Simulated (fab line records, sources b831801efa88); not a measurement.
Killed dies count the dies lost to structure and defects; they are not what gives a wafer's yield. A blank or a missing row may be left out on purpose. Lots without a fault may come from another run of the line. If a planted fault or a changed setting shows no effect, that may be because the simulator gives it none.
Chamber matching || flow sky130 || 4 sister chambers for SKY_VIA3_CMP_02 on cmp-01
The step polishes SiO2. 16 wafers are shown with their chamber, then 8 later ones without.

== WAFERS WITH THEIR CHAMBER ==
{"wafer": "L593.2", "chamber": 0, "motor_current_A (A)": 10.9}
{"wafer": "L593.3", "chamber": 1, "motor_current_A (A)": 12.5}
{"wafer": "L593.6", "chamber": 2, "motor_current_A (A)": 12.0}
{"wafer": "L595.1", "chamber": 1, "motor_current_A (A)": 12.4}
{"wafer": "L595.2", "chamber": 3, "motor_current_A (A)": 12.2}
{"wafer": "L595.5", "chamber": 0, "motor_current_A (A)": 10.2}
{"wafer": "L594.1", "chamber": 2, "motor_current_A (A)": 11.5}
{"wafer": "L594.2", "chamber": 0, "motor_current_A (A)": 10.8}
{"wafer": "L594.4", "chamber": 3, "motor_current_A (A)": 13.0}
{"wafer": "L596.2", "chamber": 1, "motor_current_A (A)": 12.2}
{"wafer": "L596.4", "chamber": 3, "motor_current_A (A)": 12.6}
{"wafer": "L596.5", "chamber": 1, "motor_current_A (A)": 12.2}
{"wafer": "L598.2", "chamber": 2, "motor_current_A (A)": 12.3}
{"wafer": "L598.5", "chamber": 0, "motor_current_A (A)": 11.2}
{"wafer": "L598.6", "chamber": 1, "motor_current_A (A)": 12.5}
{"wafer": "L599.1", "chamber": 0, "motor_current_A (A)": 10.9}

SIGNATURES (means of the wafers above)
{"reading": "motor_current_A", "chamber 0": 10.800, "chamber 1": 12.360, "chamber 2": 11.933, "chamber 3": 12.600, "scatter within a chamber": 0.326}
Rule: for each reading, subtract the chamber's mean from the wafer's reading, divide by that reading's scatter and square the result; add these up over the readings and take the root, which gives the wafer's distance from the chamber. If the next closest chamber is less than 2 further off than the closest, the wafer can't be placed; otherwise it belongs to the closest. The scatter is the square root of a quotient: the sum, over the shown wafers, of each reading's squared deviation from its chamber's mean, divided by wafers minus chambers.

== WAFERS WITHOUT THEIR CHAMBER ==
{"wafer": "L599.3", "motor_current_A (A)": 12.1}
{"wafer": "L599.4", "motor_current_A (A)": 12.2}
{"wafer": "L602.1", "motor_current_A (A)": 11.5}
{"wafer": "L602.2", "motor_current_A (A)": 11.0}
{"wafer": "L602.6", "motor_current_A (A)": 12.1}
{"wafer": "L614.2", "motor_current_A (A)": 12.4}
{"wafer": "L614.4", "motor_current_A (A)": 12.1}
{"wafer": "L614.6", "motor_current_A (A)": 13.2}

== WHICH CHAMBER EACH ONE RAN IN ==
{"wafer": "L599.3", "from the rows above": "can't be placed: 2 or 1 or 3", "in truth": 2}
{"wafer": "L599.4", "from the rows above": "can't be placed: 1 or 2 or 3", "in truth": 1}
{"wafer": "L602.1", "from the rows above": "can't be placed: 2 or 0 or 1", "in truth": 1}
{"wafer": "L602.2", "from the rows above": 0, "in truth": 0}
{"wafer": "L602.6", "from the rows above": "can't be placed: 2 or 1 or 3", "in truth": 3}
{"wafer": "L614.2", "from the rows above": "can't be placed: 1 or 3 or 2", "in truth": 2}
{"wafer": "L614.4", "from the rows above": "can't be placed: 2 or 1 or 3", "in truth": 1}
{"wafer": "L614.6", "from the rows above": "can't be placed: 3 or 1", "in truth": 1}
1 of 8 placed correctly. Unplaceable from these rows: 7, with the true chamber sitting among the candidates in 7. Number placed wrongly: 0.
